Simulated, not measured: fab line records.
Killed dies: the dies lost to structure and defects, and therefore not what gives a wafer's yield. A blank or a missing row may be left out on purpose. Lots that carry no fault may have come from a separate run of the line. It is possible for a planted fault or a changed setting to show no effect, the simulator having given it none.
Code-filled problem report in 8D (eight disciplines) form	flow sky130	the parts of the form that need people (team, actions taken, sign-off) are left out

## 1. THE ISSUE
Mean of strip_time_to_endpoint_s at SKY_METAL4_STRIP_19: 7.54 s across 4 wafers in 2 lots; on wafers with no fault it is 6.51 s (standard deviation 0.077). Measured from the usual mean, that is +13 standard deviations.
The step: strips in O2/N2.
Earliest sighting: wafer L151.1 on plasma_asher-02 at day 44 12:12. At this step, 42 wafers from 14 lots have a number in the record. Rule for "out" (also "out of limits"): further than 4 standard deviations from the usual mean. All remaining wafers that have a number are taken as sound.

## 2. WHAT THIS IS AND IS NOT
question	is	is not
which readings at this step	strip_time_to_endpoint_s, oes_product_au	chamber_pressure_mTorr, drypump_motor_current_A
which lots	L151, L153	L140, L141, L142, L143, L145, L150, L154, L156, L157, L161, L162, L163
which wafers of those lots	L151.1, L153.3, L153.4, L153.6	L151.2, L151.3
read on which tools	plasma_asher-02, plasma_asher-04	plasma_asher-03
when	from day 44 12:12	up to then (20 sound wafers); but 18 sound wafers of L154, L156, L157, L161, L162, L163 came after

## 3. SUSPECTS, AND WHAT RULES EACH OUT
Counting: any tool at a process step up to the reading remains a suspect provided it ran every lot that is out. Sound lots after the first of them don't rule it out here, since some wafers of a struck lot are sound.
- cmp-02 at SKY_VIA3_CMP_24 (polishes, stops on SiO2, t overpolish 20 s, target thk 0 nm): kept. Every lot that is out went through it, the first being L151 (day 42 13:08); the last sound lot it ran before that was L145 (day 40 20:43).
- rie_metal-02 at SKY_METAL4_METAL_ETCH_18 (etches the open film in Cl2/BCl3, stops on SiO2, target depth 845 nm, time 183.1 s): kept. Every lot that is out went through it, the first being L151 (day 44 12:01); the last sound lot it ran before that was L143 (day 42 17:07).
- Within rie_metal-02 at SKY_METAL4_METAL_ETCH_18: the wafers that are out ran in chamber 0; their sound lot-mates ran in chamber 1.
After counting, cmp-02 at SKY_VIA3_CMP_24 and rie_metal-02 at SKY_METAL4_METAL_ETCH_18 remain.

## 4. THE CAUSE (what the simulator had put in)
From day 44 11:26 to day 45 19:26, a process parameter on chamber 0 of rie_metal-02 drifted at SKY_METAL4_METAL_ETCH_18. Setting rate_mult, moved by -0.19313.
This tool is one of the 2 suspects left after counting.

## 5. THE CHAIN OF EFFECTS, in route order
One row per reading whose mean, taken over the struck wafers that have a number, lies over 3 standard deviations from the usual. Only readings for which the record gives a usual standard deviation are gone through. hours: the time from each lot's start at the first step in this table that gives one to its start at this step, as a median over the lots. sigmas: the change in usual standard deviations.
hours	step	reading	usual	on struck wafers	change	sigmas
0	SKY_METAL4_STRIP_19	oes_product_au	0.501 a.u.	0.544	+0.043	+7.2
0	SKY_METAL4_STRIP_19	strip_time_to_endpoint_s	6.51 s	7.54	+1.03	+13
Its process steps:
- SKY_METAL4_STRIP_19: strips in O2/N2.

## 6. WHAT WOULD HAVE CAUGHT IT SOONER
In this record the first reading out of limits was taken at day 44 12:12, 1 hour after the fault began at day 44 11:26.
Of the tool readings at SKY_METAL4_METAL_ETCH_18 for which the record gives a usual standard deviation, none was out on any struck wafer, so an alarm limit of 4 standard deviations on them would not have fired.
Among the 2 lots that are out, L153 began SKY_METAL4_METAL_ETCH_18 on rie_metal-02 after day 44 12:12. Holding the tool at that time would have saved it.
